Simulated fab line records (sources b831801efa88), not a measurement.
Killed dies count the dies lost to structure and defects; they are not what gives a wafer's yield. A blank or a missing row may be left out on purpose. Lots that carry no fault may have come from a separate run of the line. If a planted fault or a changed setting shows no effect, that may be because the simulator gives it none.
Chamber matching :: flow gf180mcu :: GF_V3_CMP_26 on cmp-01: 4 sister chambers
The step polishes, stops on SiO2, t overpolish 15 s, target thk 0 nm. 16 wafers are shown with their chamber, then 8 later ones without.

## WAFERS PAIRED WITH THEIR CHAMBERS
wafer: L240.1
chamber: 0
motorCurrentA (A): 9.9
timeToEndpointS (s): 81
slurryFlowMlMin: 149.9

wafer: L240.5
chamber: 1
motorCurrentA (A): 12.1
timeToEndpointS (s): 81
slurryFlowMlMin: 150.2

wafer: L241.2
chamber: 0
motorCurrentA (A): 9.6
timeToEndpointS (s): 81
slurryFlowMlMin: 150.2

wafer: L241.3
chamber: 2
motorCurrentA (A): 13.2
timeToEndpointS (s): 80
slurryFlowMlMin: 150.1

wafer: L241.4
chamber: 3
motorCurrentA (A): 10.4
timeToEndpointS (s): 84
slurryFlowMlMin: 150.7

wafer: L251.1
chamber: 3
motorCurrentA (A): 10.9
timeToEndpointS (s): 88
slurryFlowMlMin: 150.2

wafer: L251.4
chamber: 0
motorCurrentA (A): 10.3
timeToEndpointS (s): 77
slurryFlowMlMin: 149.8

wafer: L251.6
chamber: 3
motorCurrentA (A): 10.5
timeToEndpointS (s): 83
slurryFlowMlMin: 150.3

wafer: L252.1
chamber: 1
motorCurrentA (A): 11.4
timeToEndpointS (s): 84
slurryFlowMlMin: 150.9

wafer: L252.3
chamber: 3
motorCurrentA (A): 10.1
timeToEndpointS (s): 84
slurryFlowMlMin: 151.0

wafer: L252.6
chamber: 1
motorCurrentA (A): 11.2
timeToEndpointS (s): 85
slurryFlowMlMin: 150.3

wafer: L253.2
chamber: 0
motorCurrentA (A): 9.9
timeToEndpointS (s): 82
slurryFlowMlMin: 151.4

wafer: L253.5
chamber: 3
motorCurrentA (A): 10.3
timeToEndpointS (s): 84
slurryFlowMlMin: 150.5

wafer: L253.6
chamber: 0
motorCurrentA (A): 9.8
timeToEndpointS (s): 82
slurryFlowMlMin: 149.7

wafer: L256.2
chamber: 2
motorCurrentA (A): 13.6
timeToEndpointS (s): 82
slurryFlowMlMin: 149.3

wafer: L256.3
chamber: 1
motorCurrentA (A): 11.6
timeToEndpointS (s): 81
slurryFlowMlMin: 150.8

SIGNATURES (means of the wafers above)
reading: motorCurrentA
chamber 0: 9.900
chamber 1: 11.575
chamber 2: 13.400
chamber 3: 10.440
scatter within a chamber: 0.308

reading: timeToEndpointS
chamber 0: 80.60
chamber 1: 82.75
chamber 2: 81.00
chamber 3: 84.60
scatter within a chamber: 1.98

reading: slurryFlowMlMin
chamber 0: 150.200
chamber 1: 150.550
chamber 2: 149.700
chamber 3: 150.540
scatter within a chamber: 0.503
Rule: distance of a wafer from a chamber = root of the sum over the readings of ((wafer's reading minus chamber's mean) / reading's scatter) squared. The wafer belongs to the nearest chamber; if the next one is less than 2 further off, it can't be placed. How the scatter is found: for the shown wafers, subtract from each reading the mean of its chamber, square and add these, divide the total by (wafers less chambers), then take the root.

## WAFERS WHOSE CHAMBER IS MISSING
wafer: L256.6
motorCurrentA (A): 11.5
timeToEndpointS (s): 83
slurryFlowMlMin: 150.6

wafer: L258.2
motorCurrentA (A): 11.5
timeToEndpointS (s): 86
slurryFlowMlMin: 150.2

wafer: L258.5
motorCurrentA (A): 13.4
timeToEndpointS (s): 86
slurryFlowMlMin: 149.9

wafer: L258.6
motorCurrentA (A): 11.0
timeToEndpointS (s): 87
slurryFlowMlMin: 149.8

wafer: L260.1
motorCurrentA (A): 11.2
timeToEndpointS (s): 90
slurryFlowMlMin: 150.6

wafer: L260.4
motorCurrentA (A): 10.3
timeToEndpointS (s): 84
slurryFlowMlMin: 150.2

wafer: L262.4
motorCurrentA (A): 10.7
timeToEndpointS (s): 80
slurryFlowMlMin: 149.9

wafer: L262.5
motorCurrentA (A): 10.7
timeToEndpointS (s): 78
slurryFlowMlMin: 150.6

## WHICH CHAMBER EACH ONE RAN IN
wafer: L256.6
from the rows above: 1
in truth: 1

wafer: L258.2
from the rows above: can't be placed: 1 or 3
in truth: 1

wafer: L258.5
from the rows above: 2
in truth: 2

wafer: L258.6
from the rows above: can't be placed: 3 or 1
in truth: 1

wafer: L260.1
from the rows above: can't be placed: 3 or 1
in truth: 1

wafer: L260.4
from the rows above: can't be placed: 3 or 0
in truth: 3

wafer: L262.4
from the rows above: can't be placed: 0 or 3 or 1
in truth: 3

wafer: L262.5
from the rows above: can't be placed: 0 or 3 or 1
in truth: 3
Correctly placed: 2 of 8. Cannot be placed on the basis of these rows: 6; the candidates contain the true chamber in 6. 0 placed wrongly.
